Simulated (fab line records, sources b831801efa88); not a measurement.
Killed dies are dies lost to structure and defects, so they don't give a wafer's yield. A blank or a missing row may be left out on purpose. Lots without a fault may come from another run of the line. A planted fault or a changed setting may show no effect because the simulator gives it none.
A struck lot beside a sound one | flow sfq_line | 14 steps out of a route of 325
Sound: wafers L478.1, L478.3, L478.4. Struck: wafer L492.5. (L492.4, L492.6 of the same lot were not struck and are left out.) The cause comes at the end.
At each step with rows: each side's tool, then ch and its chambers, then its first start. Under that, the readings that differ: sound wafers | struck wafers | difference of the means | sigmas: that difference in standard deviations of wafers without a fault.
alike: readings whose means differ by less than 2 such deviations, and words and numbers that are the same on both sides. not compared: withheld readings, readings that some wafer has no value for, bounds like >300 that may hide the same value, and numbers for which the record gives no deviation and whose values overlap.
The two part at a step that has a row with sigmas, a row that says differs or no value, or rows on one side only. Numbers that don't overlap but have no deviation are shown without sigmas and don't part them. A reading that every wafer of one side lacks parts them only if that side has two wafers or more.

SFQ_TRILAYER_I5_BARC_OPEN_VIA_ETCH_200: etches BARC in O2, target depth 125 nm, time 41.7 s.
  sound on rie_diel-02 ch 1,2,3, day 58 12:01; struck on rie_diel-01 ch 2, day 69 08:45
  alike: bias_w, drypump_motor_current_A, oes_product_au
  not compared: rf_hours_counter_h
SFQ_TRILAYER_I5_ETCH_VIA_ETCH_147: etches the open film in CHF3, stops on Nb, target depth 360 nm.
  sound on rie_diel-02 ch 1,2,3, day 58 12:03; struck on rie_diel-01 ch 2, day 69 08:47
  reading               | sound             | struck | difference | sigmas
  oes_product_au (a.u.) | 1.008 0.985 1.001 | 0.986  | -0.012     | -2
  alike: bias_w, drypump_motor_current_A
SFQ_TRILAYER_I5_STRIP_STRIP_148: strips in O2.
  sound on rie_metal-03 ch 0,1, day 58 12:12; struck on rie_metal-03 ch 1, day 69 09:08
  alike: drypump_motor_current_A, oes_product_au
  not compared: rf_hours_counter_h
then, 7 steps without rows for these wafers: SFQ_TRILAYER_I5_STRIP_SOLV_CLEAN_149 (cleans in NMP, time 600 s); SFQ_TRILAYER_C5_LITHO_COAT_156 (resist thk 62 nm); SFQ_TRILAYER_C5_LITHO_COAT_151 (resist thk 650 nm); SFQ_TRILAYER_C5_LITHO_SOFTBAKE_155; SFQ_TRILAYER_C5_LITHO_EXPOSE_152 (exposes mask C5, target cd 500 nm); SFQ_TRILAYER_C5_LITHO_PEB_154 (peb time 60 s); SFQ_TRILAYER_C5_LITHO_DEVELOP_153 (time 60 s).
SFQ_C5_OVL_MEAS_937:
  sound on overlay-01, day 58 16:46; struck on overlay-02, day 70 12:10
  alike: C5_OVL
SFQ_TRILAYER_C5_BARC_OPEN_VIA_ETCH_210: etches BARC in O2, target depth 125 nm, time 41.7 s.
  sound on rie_diel-03 ch 1,2,3, day 58 16:49; struck on rie_diel-03 ch 2, day 70 12:11
  alike: bias_w, drypump_motor_current_A, oes_product_au
  not compared: rf_hours_counter_h
SFQ_TRILAYER_C5_ETCH_VIA_ETCH_154: etches SiO2 in CHF3, stops on Nb, target depth 84 nm.
  sound on rie_diel-03 ch 1,2,3, day 58 16:51; struck on rie_diel-03 ch 2, day 70 12:13
  reading    | sound             | struck | difference | sigmas
  bias_w (W) | 80.48 79.84 80.36 | 69.97  | -10.26     | -39
  alike: drypump_motor_current_A, oes_product_au
SFQ_TRILAYER_C5_STRIP_STRIP_155: strips in O2.
  sound on rie_metal-01 ch 0,1, day 58 16:53; struck on rie_metal-02 ch 0, day 70 12:28
  reading                     | sound       | struck | difference | sigmas
  drypump_motor_current_A (A) | 5.6 5.3 5.7 | 6.6    | +1.1       | +2
  alike: oes_product_au
  not compared: rf_hours_counter_h

WHERE THEY PART
First at SFQ_TRILAYER_I5_ETCH_VIA_ETCH_147; last, within this record, at SFQ_TRILAYER_C5_STRIP_STRIP_155.

WHY: what the simulator had put in
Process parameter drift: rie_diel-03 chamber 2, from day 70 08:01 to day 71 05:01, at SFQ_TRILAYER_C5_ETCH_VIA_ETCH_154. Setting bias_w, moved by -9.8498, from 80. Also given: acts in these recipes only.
